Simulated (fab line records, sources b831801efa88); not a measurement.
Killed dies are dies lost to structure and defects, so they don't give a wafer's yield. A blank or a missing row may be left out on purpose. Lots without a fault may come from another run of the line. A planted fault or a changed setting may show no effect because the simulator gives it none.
Which tool did it? | flow sky130 | 12 lots, 36 wafers sampled, at 2 steps of a route of 708

WHAT THE GAUGES READ, wafer by wafer
SKY_LI_CONTACT_RS_MEAS_22: measures by four-point-probe.
lot  | measured     | on            | LI_CONTACT_W_RS (ohm/sq)
L075 | day 29 00:37 | film_metro-04 | 0.291 0.289 0.284
L077 | day 29 20:17 | film_metro-04 | 0.282 0.283 0.284
L079 | day 31 02:34 | film_metro-01 | 0.287 0.291 0.296
L081 | day 31 11:22 | film_metro-01 | 0.294 0.294 0.288
L084 | day 32 09:08 | film_metro-04 | 0.286 0.280 0.284
L085 | day 32 12:40 | film_metro-01 | 0.281 0.284 0.287
L087 | day 33 08:39 | film_metro-01 | 0.289 0.283 0.290
L090 | day 34 21:55 | film_metro-02 | 0.287 0.285 0.283
L089 | day 34 22:34 | film_metro-01 | 0.285 0.285 0.288
L093 | day 35 09:48 | film_metro-04 | 0.293 0.292 0.288
L096 | day 36 21:07 | film_metro-02 | 0.289 0.287 0.292
L097 | day 37 01:34 | film_metro-01 | 0.290 0.288 0.289

WHICH TOOL RAN EACH LOT (tool, then ch and the chambers of the sampled wafers, then the start)
lot  | SKY_LI_CONTACT_STRIP_16
L075 | plasma_asher-02 ch 0,1, day 29 00:02
L077 | plasma_asher-03 ch 0,1, day 29 19:41
L079 | plasma_asher-03 ch 0,1, day 31 01:59
L081 | plasma_asher-02 ch 0,1, day 31 10:48
L084 | plasma_asher-03 ch 0,1, day 32 08:35
L085 | plasma_asher-02 ch 0,1, day 32 12:05
L087 | plasma_asher-03 ch 0,1, day 33 08:05
L090 | plasma_asher-02 ch 0,1, day 34 21:20
L089 | plasma_asher-01 ch 0,1, day 34 22:00
L093 | plasma_asher-02 ch 0,1, day 35 09:14
L096 | plasma_asher-02 ch 0,1, day 36 20:34
L097 | plasma_asher-02 ch 0,1, day 37 01:01
- SKY_LI_CONTACT_STRIP_16: strips in O2/N2.

THE ANSWER, worked out from the rows above alone
Rule: what is usual is taken from the lots themselves. Put in order of their means at a reading, lots are off if they are a third of the lots or fewer, leave a main group of 4 or more, and stand apart from it by a gap of 3 or more times the standard deviation of the main group's means; of several such gaps the widest counts. A main group whose means are all the same, to the digits that the tables above print for the reading, isn't used. A lot without any number at a reading at which 4 lots or more have one is off too. The other lots that the step has rows for count as sound.
No lot is off at any reading shown: from this, nothing can be told.

WHAT THE SIMULATOR HAD PUT IN
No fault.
